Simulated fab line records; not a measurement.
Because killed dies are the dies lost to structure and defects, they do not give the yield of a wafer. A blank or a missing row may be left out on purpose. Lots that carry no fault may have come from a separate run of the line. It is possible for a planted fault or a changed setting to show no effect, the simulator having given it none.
Chamber matching    flow gf180mcu    4 sister chambers for GF_PASSIVATION_ETCH_11 on rie diel-02
The step etches the open film in CF4/O2, stops on TiN, target depth 2040 nm, time 453.3 s. 27 wafers are shown with their chamber, then 12 later ones without.

## WAFERS, EACH WITH ITS CHAMBER
wafer   chamber  drypump motor current A (A)  oes product au (a.u.)  chamber pressure mTorr (mTorr)
L076.2  2        5.5                          0.993                  150.11
L076.4  3        6.6                          1.000                  150.16
L076.6  2        5.5                          0.993                  149.87
L081.1  0        6.4                          0.992                  150.26
L081.4  2        5.4                          0.998                  149.97
L081.6  0        6.4                          0.995                  150.22
L084.3  3        6.6                          0.994                  150.01
L084.5  0        6.4                          0.994                  149.87
L084.6  3        6.6                          0.990                  149.98
L086.1  0        6.3                          0.987                  150.06
L086.2  3        6.6                          0.997                  150.27
L086.3  2        5.5                          0.984                  149.88
L086.4  0        6.3                          0.990                  150.18
L086.5  3        6.6                          1.002                  149.96
L086.6  2        5.5                          0.992                  149.99
L088.1  1        6.2                          0.987                  149.90
L088.3  3        6.6                          0.997                  150.19
L088.4  2        5.4                          0.995                  149.88
L089.2  2        5.5                          1.011                  150.04
L089.4  0        6.4                          0.991                  150.24
L089.6  0        6.4                          0.980                  150.06
L090.2  1        6.2                          0.985                  149.83
L090.3  2        5.5                          0.992                  150.02
L090.4  0        6.4                          0.984                  149.91
L092.2  0        6.4                          0.995                  150.09
L092.3  3        6.6                          0.997                  149.75
L092.6  1        6.2                          0.982                  149.91

SIGNATURES (means of the wafers above)
reading                  chamber 0  chamber 1  chamber 2  chamber 3  scatter within a chamber
drypump motor current A  6.378      6.200      5.475      6.600      0.0364
oes product au           0.98978    0.98467    0.99475    0.99671    0.00564
chamber pressure mTorr   150.0989   149.8800   149.9700   150.0457   0.132
Rule: a wafer lies at a distance from a chamber equal to the root of the sum of squares, over the readings, of (its reading less the chamber's mean, divided by the reading's scatter). The wafer belongs to the nearest chamber; if the next one is less than 2 further off, it can't be placed. How the scatter is found: for the shown wafers, subtract from each reading the mean of its chamber, square and add these, divide the total by (wafers less chambers), then take the root.

## WAFERS MISSING THEIR CHAMBER
wafer   drypump motor current A (A)  oes product au (a.u.)  chamber pressure mTorr (mTorr)
L091.2  6.4                          0.988                  149.80
L091.4  6.2                          0.991                  150.05
L091.5  6.2                          0.986                  149.99
L096.1  6.3                          0.981                  149.97
L096.2  6.7                          0.998                  149.90
L096.3  5.4                          0.989                  150.18
L096.4  6.2                          0.983                  149.95
L096.5  6.3                          0.982                  150.12
L096.6  6.2                          0.990                  149.91
L097.2  6.6                          0.995                  150.02
L097.4  6.4                          0.987                  150.04
L097.5  6.6                          1.002                  149.85

## THE CHAMBER EACH PASSED THROUGH
wafer   from the rows above      in truth
L091.2  0                        0
L091.4  1                        1
L091.5  1                        1
L096.1  can't be placed: 0 or 1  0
L096.2  3                        3
L096.3  2                        2
L096.4  1                        1
L096.5  can't be placed: 0 or 1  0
L096.6  1                        1
L097.2  3                        3
L097.4  0                        0
L097.5  3                        3
Correctly placed: 10 of 12. From these rows, 2 cannot be placed; in 2 the true chamber is one of the candidates. Number placed wrongly: 0.
